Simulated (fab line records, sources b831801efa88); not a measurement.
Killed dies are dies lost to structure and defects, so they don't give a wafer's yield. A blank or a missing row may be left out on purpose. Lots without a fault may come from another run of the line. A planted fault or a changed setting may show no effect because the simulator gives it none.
One fault seen from 2 desks | flow gf180mcu | each desk has only its own numbers; what lay behind them comes last

THE METROLOGY DESK
What the gauges read, lot by lot, whatever tool the lot ran on: means of the sampled wafers that have a number. A lot is out of limits, marked OUT, if its mean lies more than 4 standard deviations from the usual mean; the brackets give that distance.
Columns: A = cd_nm at GF_POLY_GATE_CD_MEAS_18, usual 279.8 nm; B = HV_LDD_CVD_54_THK at GF_HV_LDD_THK_MEAS_55, usual 10.00 nm; C = M3_ALCU_THK at GF_M3_THK_MEAS_06, usual 449 nm; D = cd_nm at GF_V3_CD_MEAS_14, usual 259.6 nm
lot  | first seen here | A     | B                | C   | D
L706 | day 9 10:56     | 280.6 | 10.05            | 449 | 259.3
L708 | day 9 18:14     | 281.2 | 9.93             | 447 | 260.1
L709 | day 10 00:02    | 277.7 | 9.87             | 450 | 257.5
L710 | day 10 11:44    | 279.5 | 9.98             | 457 | 260.2
L711 | day 10 15:35    | 281.1 | 9.84             | 455 | 259.7
L712 | day 11 05:53    | 278.1 | 9.95             | 456 | 258.7
L713 | day 11 14:36    | 280.1 | 10.08            | 454 | 259.4
L714 | day 11 22:49    | 279.3 | 10.19            | 452 | 258.2
L720 | day 13 16:23    | 280.9 | 9.75             | 438 | 259.1
L721 | day 14 03:51    | 281.0 | 10.24            | 446 | 261.0
L723 | day 14 12:26    | 279.5 | 13.61 (+26) OUT  | 448 | 258.9
L722 | day 14 14:19    | 277.6 | 11.16 (+8.3) OUT | 444 | 261.0
L728 | day 16 00:31    | 279.1 | 10.01            | 453 | 261.4
L729 | day 16 01:42    | 283.3 | 10.04            | 448 | 259.6
This desk's finding: out of limits on L722, L723; first on L723, day 18 09:52 (HV_LDD_CVD_54_THK at GF_HV_LDD_THK_MEAS_55). In limits: L706, L708, L709, L710, L711, L712, L713, L714, L720, L721, L728, L729.

THE TOOL OWNER'S DESK: lpcvd-01
The tool's own readings at GF_HV_LDD_CVD_54 (deposits SiO2 from TEOS, target thk 10 nm, time 75 s): means of the sampled wafers that have a number, for each lot that ran on this tool. A lot is out of limits, marked OUT, if its mean lies more than 4 standard deviations from the usual mean; the brackets give that distance.
Columns: A = pressure_mtorr at GF_HV_LDD_CVD_54, usual 400.1 mTorr; B = spike_tc_centre_C at GF_HV_LDD_CVD_54, usual 681.4 C; C = spike_tc_upper_C at GF_HV_LDD_CVD_54, usual 679.5 C; D = zone_power_centre_pct at GF_HV_LDD_CVD_54, usual 11.0 %; E = zone_power_top_pct at GF_HV_LDD_CVD_54, usual 20.0 %; F = zone_power_upper_pct at GF_HV_LDD_CVD_54, usual 10.3 %
lot  | first seen here | A     | B     | C               | D              | E    | F
L709 | day 13 05:32    | 399.5 | 680.3 | 679.7           | 11.8           | 19.0 | 10.1
L711 | day 13 22:27    | 400.6 | 680.1 | 678.4           | 11.9           | 18.9 | 10.1
L712 | day 14 14:47    | 399.6 | 679.4 | 678.9           | 11.8           | 19.0 | 10.1
L713 | day 15 00:41    | 400.3 | 680.3 | 679.1           | 11.9           | 18.6 | 10.2
L720 | day 17 07:50    | 399.7 | 681.6 | 680.9           | 9.1            | 18.9 | 10.7
L723 | day 18 08:49    | 399.8 | 677.6 | 710.9 (+26) OUT | 6.5 (-5.0) OUT | 15.4 | 17.6 (+21) OUT
L722 | day 18 09:50    | 400.0 | 676.9 | 711.2 (+26) OUT | 6.6 (-5.0) OUT | 15.3 | 17.6 (+21) OUT
This desk's finding: out of limits on L722, L723; first on L723, day 18 08:49 (spike_tc_upper_C at GF_HV_LDD_CVD_54). In limits: L709, L711, L712, L713, L720.

PUT TOGETHER
The tool owner's desk could have raised an alarm at day 18 08:49, on L722, L723.
The metrology desk could have raised an alarm at day 18 09:52, on L722, L723.
Of the lots named, all ran GF_HV_LDD_CVD_54 on lpcvd-01.

WHAT THE SIMULATOR HAD PUT IN
Process parameter drift: lpcvd-01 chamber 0, from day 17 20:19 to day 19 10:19, at GF_HV_LDD_CVD_54. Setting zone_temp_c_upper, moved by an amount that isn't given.
Lots struck among those shown: L722, L723.
Hours from the fault's start to each desk's first reading out of limits: the tool owner's desk, 12; the metrology desk, 14.
